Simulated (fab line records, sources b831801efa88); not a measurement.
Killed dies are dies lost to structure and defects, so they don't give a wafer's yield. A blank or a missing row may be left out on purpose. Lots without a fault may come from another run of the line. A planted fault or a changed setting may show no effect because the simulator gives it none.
fab line records | flow sky130
record lots=4 wafers=12 last_day=50
route steps=708 shown METAL1@442 VIA1@458 METAL2@483 PAD_OPEN@708
lots that met no fault: from a run of the same line without faults
start_h: hours from the record's first day to the start of the lot's first wafer shown | wait_h: hours since the lot's step before | " the same as in the row above | L1.1+2: a row that stands for several wafers | - no value, or no start given | * or withheld: withheld | < > ~ a bound
route shown NAME@n: a module of which the file shows steps, and the number in the route of the first | usual: mean/standard deviation of fault-free wafers | same: alike in all rows | chamber/n: place in a boat | sites: the reading at each site | _std_site: their standard deviation | _edge_site: outer sites' mean less inner sites' | radius_mm: how far each site lies from the wafer's centre | mask NAME#n: copy n | behind: the tool/chamber that last shaped the wafer | hold: why the lot was held/for how many hours/how that ended | device: the transistor (n, p or np) that didn't switch | end of line: the same wafers' tests at the end of the route | a step without rows: its recipe alone | killed: dies lost to structure and defects at the first sort, not the wafer's yield | map: a wafer's dies, x killed, . not, _ none there
set.NAME: the setting as run; set.NAME@STEP: as run at that earlier step | model.NAME: the simulator's own value behind a step, which no gauge read
lots at some steps of the route; a table a step, a row a wafer
services: from which hour (start_h, from the record's first day; less than 0 if before it) a tool's chamber was out of use, for how many hours, and why
## steps
# step SKY_METAL1_HMDS_08
# recipe prime_time_s=60 prime_temp_c=120
# step SKY_METAL1_COAT_09
# recipe resist=BARC temp_c=withheld time_s=withheld spin_rpm=3000 resist_thk_nm=60
# step SKY_METAL1_COAT_10
# recipe resist=KrF-thick spin_rpm=3000 resist_thk_nm=450
# step SKY_METAL1_SOFTBAKE_11
# recipe temp_c=100 time_s=90 resist=KrF-thick
# step SKY_METAL1_EXPOSE_12
# recipe mask_id=MM1 na=0.8 source_shape=annular sigma_inner=0.55 sigma_outer=0.85 target_cd_nm=140 dose_mj=28
# step SKY_METAL1_PEB_13
# recipe peb_temp_c=withheld peb_time_s=withheld resist=KrF-thick
# step SKY_METAL1_DEVELOP_14
# recipe develop_time_s=60 resist=KrF-thick dev_temp_c=21
# step SKY_METAL1_DESCUM_17
# recipe chemistry=O2 source_power_w=150 bias_power_w=0 pressure_mtorr=10 temp_c=40 time_s=8
# step SKY_METAL1_ETCH_18
# recipe chemistry=N2/H2 target=BARC ion_energy_ev=200 bias_w=100 pressure_mtorr=30 n2_flow_sccm=100 h2_flow_sccm=200 icp_w=500 stop_on=SiO2 time_s=45.9 target_depth_a=600
# step SKY_METAL1_METAL_ETCH_19
# recipe target_depth_a=3600 stop_on=SiO2 over_etch_frac=0.3 time_s=78 chemistry=Cl2/BCl3 resist_sidewall_deg=88 pressure_mtorr=10 icp_w=900 bias_w=48.5 Cl2_flow_sccm=60 bcl3_flow_sccm=30
# step SKY_METAL1_STRIP_20
# recipe chemistry=O2/N2 power_w=1400 pressure_mtorr=1500 platen_temp_c=withheld o2_flow_sccm=3000 n2_flow_sccm=300 overash_fraction=0.5
# usual drypump_motor_current_A=6.0/0.54 oes_product_au=0.344/0.0049 strip_time_to_endpoint_s=2.71/0.053
# columns lot.wafer tool chamber start_h wait_h drypump_motor_current_A oes_product_au rf_hours_counter_h strip_time_to_endpoint_s
L386.2 plasma_asher-04 1 798.59 0.1 5.8 0.343 99 2.74
L386.4 " 0 " " 6.6 0.337 - 2.73
L386.5 " 0 " " 6.6 0.353 - 2.74
L401.3 plasma_asher-04 1 892.67 0.1 5.8 0.341 - 2.67
L401.5 " 0 " " 6.6 0.343 - 2.61
L401.6 " 1 " " 5.8 0.343 - 2.68
L402.3 plasma_asher-04 0 908.12 0.1 6.6 0.337 - 2.66
L402.4 " 1 " " 5.8 0.340 - 2.70
L402.6 " 0 " " 6.6 0.347 - 2.72
L406.3 plasma_asher-01 0 948.06 0.1 4.9 0.339 - 2.64
L406.5 " 1 " " 6.2 0.343 - 2.70
L406.6 " 0 " " 4.9 0.351 - 2.64
# step SKY_METAL1_STRIP_21
# recipe chemistry=post_etch_residue_remover time_s=1200 temp_c=72.5
# step SKY_METAL1_CLEAN_22
# recipe chemistry=IPA time_s=180 temp_c=25
# step SKY_METAL1_CLEAN_23
# recipe chemistry=O3/DIW dry=n2_spin
# step SKY_VIA1_HDPCVD_00
# recipe material=SiO2 target_thk_nm=1030 sigma_open_frac=0.3 time_s=171.7 temp_c=400 sih4_flow_sccm=60 pressure_mtorr=6
# step SKY_VIA1_CMP_02
# recipe material=SiO2 down_force_psi=4 platen_rpm=60 pad_velocity_m_s=0.94248
# step SKY_VIA1_DEHYDRATE_04
# recipe temp_c=200 time_s=60
# step SKY_VIA1_HMDS_05
# recipe prime_time_s=60 prime_temp_c=120
# step SKY_VIA1_COAT_06
# recipe resist=BARC temp_c=withheld time_s=withheld spin_rpm=3000 resist_thk_nm=60
# step SKY_VIA1_COAT_07
# recipe resist=KrF-thick spin_rpm=3000 resist_thk_nm=450
# step SKY_VIA1_SOFTBAKE_08
# recipe temp_c=100 time_s=90 resist=KrF-thick
# step SKY_VIA1_EXPOSE_09
# recipe mask_id=VIM na=0.8 source_shape=annular sigma_inner=0.55 sigma_outer=0.85 target_cd_nm=150 dose_mj=38
# step SKY_VIA1_PEB_10
# recipe peb_temp_c=withheld peb_time_s=withheld resist=KrF-thick
# step SKY_VIA1_DEVELOP_11
# recipe develop_time_s=60 resist=KrF-thick dev_temp_c=21
# step SKY_VIA1_ETCH_14
# recipe chemistry=N2/H2 target=BARC ion_energy_ev=200 source_w=500 bias_w=100 pressure_mtorr=30 n2_flow_sccm=100 h2_flow_sccm=200 stop_on=SiO2 time_s=45.9 target_depth_a=600
# step SKY_VIA1_ETCH_15
# recipe target=SiO2 chemistry=C4F8/O2/Ar target_depth_nm=351 stop_on=TiN mask_material=KrF-thick source_w=1500 bias_w=1200 pressure_mtorr=40 c4f8_flow_sccm=withheld O2_flow_sccm=6 Ar_flow_sccm=300 time_s=54
# step SKY_VIA1_STRIP_16
# recipe chemistry=O2/N2 power_w=1400 pressure_mtorr=1500 platen_temp_c=withheld o2_flow_sccm=3000 n2_flow_sccm=300 overash_fraction=0.5
# step SKY_VIA1_STRIP_17
# recipe chemistry=post_etch_residue_remover time_s=1200 temp_c=72.5
# step SKY_VIA1_CLEAN_18
# recipe chemistry=IPA time_s=180 temp_c=25
# step SKY_VIA1_CLEAN_19
# recipe chemistry=O3/DIW dry=n2_spin
# step SKY_VIA1_SPUTTER_20
# recipe material=TiN target_thk_nm=20 chamber_pressure_pa=5 power_w=4000 time_s=80
# step SKY_VIA1_CVD_21
# recipe material=W target_thk_nm=270 time_s=80.902 temp_c=400 pressure_torr=40
# step SKY_VIA1_CMP_24
# recipe stop_on=SiO2 t_overpolish_s=15 down_force_psi=3.5 platen_rpm=60 target_thk_nm=0 pad_velocity_m_s=0.94248
# step SKY_METAL2_SPUTTER_00
# recipe material=Ti target_thk_nm=15 power_w=3000 time_s=10 chamber_pressure_pa=0.4
# step SKY_PAD_OPEN_PROBE_99
# usual defect_limited_yield=82.4/1.9 killed_at_M0_to_M3=44/7.2 killed_at_M4_up=3.4/2.1 killed_at_contacts=24/5.5 killed_at_front_end=15/4.6 killed_at_other=0.4/0.64 killed_dies=86/9.1 killed_open=47/7.5 killed_short=39/5.8 sort_bin_3_pad_short=0.9/0.41 sort_bin_5_function=10.4/1.5 sort_bin_6_memory=6.3/1.2 sort_n_pass=406/9.1 sort_yield_pct=82.4/1.9
# same gross_dies=492 killed_at_back_side=0 sort_bin_4_leakage[%]=0 sort_bin_8_speed[%]=0
# columns lot.wafer tool chamber start_h wait_h defect_limited_yield[%] killed_at_M0_to_M3 killed_at_M4_up killed_at_contacts killed_at_front_end killed_at_other killed_dies killed_open killed_short sort_bin_3_pad_short[%] sort_bin_5_function[%] sort_bin_6_memory[%] sort_n_pass sort_yield_pct[%] model.etest.tester.sort_n_pass model.etest.tester.sort_yield_pct model.etest.tester.sort_bin_5_pct model.etest.tester.sort_bin_3_pct
L386.2 prober-01 - 1101.06 0.1 81.3 41 3 38 10 0 92 57 35 0.6 11.2 6.9 400 81.3 400 81.3 11.18 0.6098
L386.4 prober-01 - 1101.16 0.2 84.8 40 1 26 8 0 75 52 23 0.6 10.4 4.3 417 84.8 417 84.76 10.37 0.6098
L386.5 prober-01 - 1101.21 0.2 82.9 35 5 32 12 0 84 49 35 1.0 10.4 5.7 408 82.9 408 82.93 10.37 1.016
L401.3 prober-01 - 1170.96 0.2 78.5 61 3 32 9 1 106 47 39 1.6 12.8 7.1 386 78.5 386 78.46 12.8 1.626
L401.5 prober-01 - 1171.06 0.2 75.8 88 3 19 9 0 119 29 32 3.5 15.7 5.1 373 75.8 373 75.81 15.65 3.455
L401.6 prober-01 - 1171.11 0.2 77.6 65 9 23 13 0 110 43 49 1.6 12.4 8.3 382 77.6 382 77.64 12.4 1.626
L402.3 prober-02 - 1181.26 0.2 72.0 94 2 22 20 0 138 51 35 2.4 17.5 8.1 354 72.0 354 71.95 17.48 2.439
L402.4 prober-02 - 1181.31 0.2 78.3 64 2 29 12 0 107 48 40 1.2 13.2 7.3 385 78.3 385 78.25 13.21 1.22
L402.6 prober-02 - 1181.41 0.2 70.7 90 2 31 20 1 144 36 47 3.7 19.3 6.3 348 70.7 348 70.73 19.31 3.659
L406.3 prober-01 - 1205.57 0.2 80.5 61 2 16 17 0 96 51 44 0.4 12.2 6.9 396 80.5 396 80.49 12.2 0.4065
L406.5 prober-01 - 1205.67 0.2 81.5 48 4 18 21 0 91 62 29 0.6 9.8 8.1 401 81.5 401 81.5 9.756 0.6098
L406.6 prober-01 - 1205.72 0.2 79.3 45 4 39 14 0 102 56 46 0.4 13.4 6.9 390 79.3 390 79.27 13.41 0.4065
# killed by level:class
L386.2 LI_CONTACT:geometric_particle:open=18 CONTACT:geometric_particle:open=9 VIA2:geometric_particle:open=9 METAL2:geometric_particle:short=8 VIA1:geometric_particle:open=7 LOCAL_INTERCONNECT:geometric_particle:short=5 VIA1:geometric_particle:short=5 CONTACT:geometric_particle:short=4
L386.4 VIA1:geometric_particle:open=11 LI_CONTACT:geometric_particle:open=8 VIA2:geometric_particle:open=8 CONTACT:geometric_particle:open=7 VIA3:geometric_particle:open=7 VIA1:geometric_particle:short=4 LOCAL_INTERCONNECT:geometric_particle:short=4 CONTACT:geometric_particle:short=3
L386.5 CONTACT:geometric_particle:open=12 VIA1:geometric_particle:open=11 LI_CONTACT:geometric_particle:open=10 VIA3:geometric_particle:open=6 METAL4:geometric_particle:short=5 LI_CONTACT:geometric_particle:short=4 METAL2:geometric_particle:short=4 METAL1:geometric_particle:short=4
L401.3 METAL1:unspecified=20 LI_CONTACT:geometric_particle:open=11 CONTACT:geometric_particle:open=7 VIA1:geometric_particle:open=7 VIA3:geometric_particle:open=6 METAL2:geometric_particle:short=6 VIA2:geometric_particle:open=6 LI_CONTACT:geometric_particle:short=5
L401.5 METAL1:unspecified=58 CONTACT:geometric_particle:open=11 METAL1:geometric_particle:short=6 METAL2:geometric_particle:short=5 POLY_GATE:geometric_particle:short=4 LI_CONTACT:geometric_particle:open=4 VIA1:geometric_particle:open=4 METAL2:geometric_particle:open=3
L401.6 METAL1:unspecified=18 CONTACT:geometric_particle:open=8 METAL2:geometric_particle:short=8 VIA3:geometric_particle:open=8 VIA1:geometric_particle:open=7 METAL1:geometric_particle:short=6 METAL4:geometric_particle:short=6 POLY_GATE:geometric_particle:short=5
L402.3 METAL1:unspecified=51 VIA1:geometric_particle:open=15 CONTACT:geometric_particle:open=9 FIELD_ISO:geometric_particle:open=7 LOCAL_INTERCONNECT:geometric_particle:short=5 METAL2:geometric_particle:short=5 VIA3:geometric_particle:open=5 VIA3:geometric_particle:short=5
L402.4 METAL1:unspecified=19 CONTACT:geometric_particle:open=13 METAL1:geometric_particle:short=9 VIA2:geometric_particle:open=8 METAL2:geometric_particle:short=6 LI_CONTACT:geometric_particle:open=5 LOCAL_INTERCONNECT:geometric_particle:short=5 FIELD_ISO:geometric_particle:open=4
L402.6 METAL1:unspecified=59 CONTACT:geometric_particle:open=10 LOCAL_INTERCONNECT:geometric_particle:short=8 METAL1:geometric_particle:short=7 FIELD_ISO:geometric_particle:open=6 VIA1:geometric_particle:short=6 CONTACT:geometric_particle:short=6 FIELD_ISO:geometric_particle:short=5
L406.3 VIA1:geometric_particle:open=16 METAL1:geometric_particle:short=10 CONTACT:geometric_particle:open=7 VIA3:geometric_particle:open=7 VIA2:geometric_particle:open=6 VIA1:geometric_particle:short=5 FIELD_ISO:geometric_particle:open=4 POLY_GATE:geometric_particle:open=4
L406.5 VIA2:geometric_particle:open=12 VIA1:geometric_particle:open=9 FIELD_ISO:geometric_particle:open=8 LI_CONTACT:geometric_particle:open=7 CONTACT:geometric_particle:open=6 VIA3:geometric_particle:open=5 METAL1:geometric_particle:short=5 POLY_GATE:geometric_particle:open=4
L406.6 CONTACT:geometric_particle:open=13 VIA3:geometric_particle:open=9 CONTACT:geometric_particle:short=8 VIA1:geometric_particle:open=8 METAL1:geometric_particle:short=8 VIA2:geometric_particle:open=7 FIELD_ISO:geometric_particle:open=6 LOCAL_INTERCONNECT:geometric_particle:short=6
# map L401.5 (x killed, . not)
__________.........._________
________....x....xx..._______
______...x.....x.xxxxxx._____
_____..x........xxxxxxxxx____
____...x..x...x.xxxxxxxx.x___
___...x.x..x.x.xxxxxxxxx.x.__
__...xx........xxxxxxxxxx..._
_......x......x.xxxxxxx......
_x........x...x.x.xxxx.......
_..........xx...x.x....xx.x..
_......................x.....
_....x........x..x...........
_..x..x...........x..........
_.....x........x..x..........
_..........x.......x.xx.....x
__....x..............x...x.._
___........x........xxx...x__
____......x...........x...___
_____....x.x...x..x....x.____
______.....x...x...x...._____
________.x............_______
__________........xx_________
# map L402.6 (x killed, . not)
__________x.......x._________
________....x.....xxxx_______
______x..x.x.x.x.xxxxx.x_____
_____x......x.x.xxxxxxxxx____
____.........x.xxxxxxxxx.x___
___.x....x.......xxxxxxxxx.__
__.......x...xx.xxxxxxxxx..._
_....x.x..........xxxxx..xx..
_....x.......xx.x.xxxxxxx.x..
_........x.....xx...x........
_........xx.x.x...x...xxx....
_.......x......x.x.....x.....
_........x...x...x....xx.....
_....x.xx...............x..xx
_.xx......x.x...x.x.xx.......
__...x..........x..x........_
___.xxx..x..x.........x....__
____.....x..xx....xx.x....___
_____................x..x____
______x.x.......x......._____
________..x......x...x_______
__________........x._________
## services
# columns tool chamber start_h hours kind
plasma_asher-01 - 803.99 2.8 pm
plasma_asher-01 - 807.48 2.6 repair
plasma_asher-04 - 917.98 1.3 repair
plasma_asher-01 - 943.86 1.7 repair
## key
first_sign step=SKY_PAD_OPEN_PROBE_99 reading=killed_at_M0_to_M3 direction=up sigmas=4.7 usual=44 struck=77
effect step=SKY_PAD_OPEN_PROBE_99 reading=defect_limited_yield direction=down sigmas=3.7 usual=82.4 struck=75.5 wafers_moved=4
model_effect step=SKY_PAD_OPEN_PROBE_99 value=etest.tester.sort_n_pass without=403.2 struck=371.3
met_at SKY_METAL1_STRIP_20
struck_wafers L401.3,L401.5,L401.6,L402.3,L402.4,L402.6
onset_between 798.59 892.67
fault kind=chamber_particle_source tool=plasma_asher-04 chamber=- onset_h=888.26 steps=SKY_METAL1_STRIP_20 rate_per_visit_cm2=0.91856 end_h=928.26
